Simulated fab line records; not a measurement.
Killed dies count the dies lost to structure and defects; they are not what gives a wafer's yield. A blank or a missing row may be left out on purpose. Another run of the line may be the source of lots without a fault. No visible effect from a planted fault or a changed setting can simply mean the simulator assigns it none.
The tool behind it: which one? -- flow sky130 -- 13 lots, 36 wafers sampled, at 4 steps of a route of 708

== WHAT THE GAUGES SHOWED, per wafer ==
SKY_NWELL_TW_MEAS_26.
lot,measured,on,NWELL_2_TW
L914,day 5 10:16,film-metro-03,496 496 495
L915,day 5 22:24,film-metro-03,492 497 496
L916,day 5 20:57,film-metro-02,490 489 489
L921,day 7 06:22,film-metro-02,490 492
L925,day 8 04:07,film-metro-04,497 497
L926,day 8 08:54,film-metro-03,496 490
L927,day 8 14:37,film-metro-03,493 493 493
L928,day 9 00:18,film-metro-02,491 490 492
L930,day 9 07:12,film-metro-04,499 495 496
L932,day 10 07:49,film-metro-02,491 492 491
L933,day 10 06:43,film-metro-04,499 498 497
L935,day 10 12:56,film-metro-02,488 489 489
L936,day 10 22:20,film-metro-03,495 496 495

SKY_NWELL_RS_MEAS_29: a four-point-probe measurement.
lot,measured,on,NWELL_RS (ohm/sq)
L914,day 5 10:31,film-metro-02,622.0 621.7 620.9
L915,day 5 22:37,film-metro-02,622.9 623.4 622.4
L916,day 5 21:10,film-metro-03,625.7 624.0 624.2
L921,day 7 06:35,film-metro-04,624.5 624.3
L925,day 8 04:20,film-metro-04,625.2 626.0
L926,day 8 09:07,film-metro-03,624.6 622.3
L927,day 8 14:50,film-metro-04,622.6 624.4 622.6
L928,day 9 00:31,film-metro-04,626.3 628.0 628.2
L930,day 9 07:25,film-metro-02,622.9 622.4 623.3
L932,day 10 08:02,film-metro-02,622.2 622.9 624.1
L933,day 10 07:01,film-metro-03,622.5 624.6 623.4
L935,day 10 13:10,film-metro-03,621.8 623.0 623.7
L936,day 10 22:33,film-metro-02,623.9 623.1 624.2

== EACH LOT AND THE TOOL THAT RAN IT (in order: tool; ch and the chambers of the sampled wafers; start) ==
lot,SKY_FIELD_ISO_ETCH_17,SKY_DNWELL_STRIP_08
L914,"rie-si-02 ch 0,1,2, day 2 07:18","plasma-asher-04 ch 0,1, day 3 07:01"
L915,"rie-si-02 ch 0,1,3, day 2 16:25","plasma-asher-03 ch 0,1, day 3 16:52"
L916,"rie-si-02 ch 0,1,3, day 2 16:36","plasma-asher-03 ch 0,1, day 3 16:28"
L921,"rie-si-01 ch 0,1, day 3 16:49","plasma-asher-04 ch 1, day 4 21:46"
L925,"rie-si-01 ch 0,3, day 4 17:51","plasma-asher-01 ch 0,1, day 5 17:46"
L926,"rie-si-01 ch 0,3, day 4 21:01","plasma-asher-01 ch 0,1, day 5 21:31"
L927,"rie-si-02 ch 0,2,3, day 5 03:12","plasma-asher-04 ch 0,1, day 6 04:07"
L928,"rie-si-02 ch 1,2, day 5 08:46","plasma-asher-04 ch 0,1, day 6 11:04"
L930,"rie-si-02 ch 1,3, day 5 15:21","plasma-asher-01 ch 0,1, day 6 17:13"
L932,"rie-si-02 ch 1,2,3, day 6 03:35","plasma-asher-03 ch 0,1, day 7 14:21"
L933,"rie-si-02 ch 1,2, day 6 10:08","plasma-asher-01 ch 0,1, day 7 14:07"
L935,"rie-si-02 ch 1,2, day 6 17:22","plasma-asher-04 ch 0,1, day 7 20:16"
L936,"rie-si-02 ch 0,2,3, day 7 00:58","plasma-asher-04 ch 0,1, day 8 05:35"
- SKY_FIELD_ISO_ETCH_17: etches Si in HBr/Cl2/O2, target depth 342 nm, time 97.7 s.
- SKY_DNWELL_STRIP_08: strips in O2/N2.

== AS READ BY THE TOOLS THEMSELVES (means over the sampled wafers that have a number; for cases with no such wafer, the mark the record gives instead) ==
SKY_FIELD_ISO_ETCH_17.
lot,tool,drypump-motor-current-A (A),oes-product-au (a.u.),run-length-s (s),throttle-valve-pct (%)
L914,rie-si-02,6.0,0.993,125.8,25.667
L915,rie-si-02,6.3,0.989,125.8,25.669
L916,rie-si-02,6.3,1.000,125.5,25.661
L921,rie-si-01,5.2,1.006,131.2,25.651
L925,rie-si-01,5.2,1.016,131.5,25.655
L926,rie-si-01,5.2,0.996,136.9,25.652
L927,rie-si-02,6.2,1.003,125.8,25.660
L928,rie-si-02,5.9,0.991,125.6,25.653
L930,rie-si-02,6.4,0.991,125.8,25.664
L932,rie-si-02,6.1,0.985,125.8,25.675
L933,rie-si-02,5.9,0.997,125.6,25.663
L935,rie-si-02,5.7,0.993,125.6,25.664
L936,rie-si-02,6.2,0.991,125.9,25.653

SKY_DNWELL_STRIP_08.
lot,tool,drypump-motor-current-A (A),n2-flow-sccm (sccm),oes-product-au (a.u.),strip-time-to-endpoint-s (s)
L914,plasma-asher-04,5.68,299.6,0.721,37.01
L915,plasma-asher-03,5.56,300.5,0.723,36.88
L916,plasma-asher-03,5.58,299.7,0.718,36.75
L921,plasma-asher-04,5.36,299.1,0.724,36.80
L925,plasma-asher-01,5.56,299.9,0.717,36.80
L926,plasma-asher-01,5.55,299.9,0.722,36.81
L927,plasma-asher-04,5.51,299.9,0.724,36.87
L928,plasma-asher-04,5.50,299.1,0.722,36.90
L930,plasma-asher-01,5.57,299.2,0.729,36.80
L932,plasma-asher-03,5.57,299.5,0.718,36.76
L933,plasma-asher-01,5.55,300.0,0.724,36.72
L935,plasma-asher-04,5.68,300.2,0.725,36.85
L936,plasma-asher-04,5.69,300.0,0.723,36.88

== THE ANSWER, worked out from the rows above alone ==
Rule: the lots themselves supply what counts as usual. Put in order of their means at a reading, lots are off if they are a third of the lots or fewer, leave a main group of 4 or more, and stand apart from it by a gap of 3 or more times the standard deviation of the main group's means; of several such gaps the widest counts. A main group whose means are all the same, to the digits that the tables above print for the reading, isn't used. Also off: a lot with no number at a reading for which 4 or more lots have one. Any other lot the step has rows for is counted as sound. After the gauges, taken in route order, come the tools' own readings; for these a lot's mean is taken, as printed above. The first step at which some lot is off is used, and at that step the reading that is off furthest; a lot without a number counts as furthest.
Off at SKY_FIELD_ISO_ETCH_17 (run-length-s): L921, L925, L926. For the main group the mean is 125.7 s and the standard deviation 0.12.
A tool fits if, at that step or a process step before it, it ran every lot that is off, and no sound lot after the first of them. One candidate fits, namely rie-si-01 at SKY_FIELD_ISO_ETCH_17. It ran no sound lot before its first lot that is off in this sample, so the start can't be narrowed down.
On the lots that are off, the tool's own readings at SKY_FIELD_ISO_ETCH_17 differ by more than 5 times the standard deviation of the sound lots' means, which bears it out; run-length-s reads 133.2 s there versus 125.7 s on the sound lots.

== WHAT WAS PUT IN BY THE SIMULATOR ==
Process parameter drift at SKY_FIELD_ISO_ETCH_17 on rie-si-01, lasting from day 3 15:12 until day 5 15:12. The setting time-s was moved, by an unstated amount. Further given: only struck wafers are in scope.
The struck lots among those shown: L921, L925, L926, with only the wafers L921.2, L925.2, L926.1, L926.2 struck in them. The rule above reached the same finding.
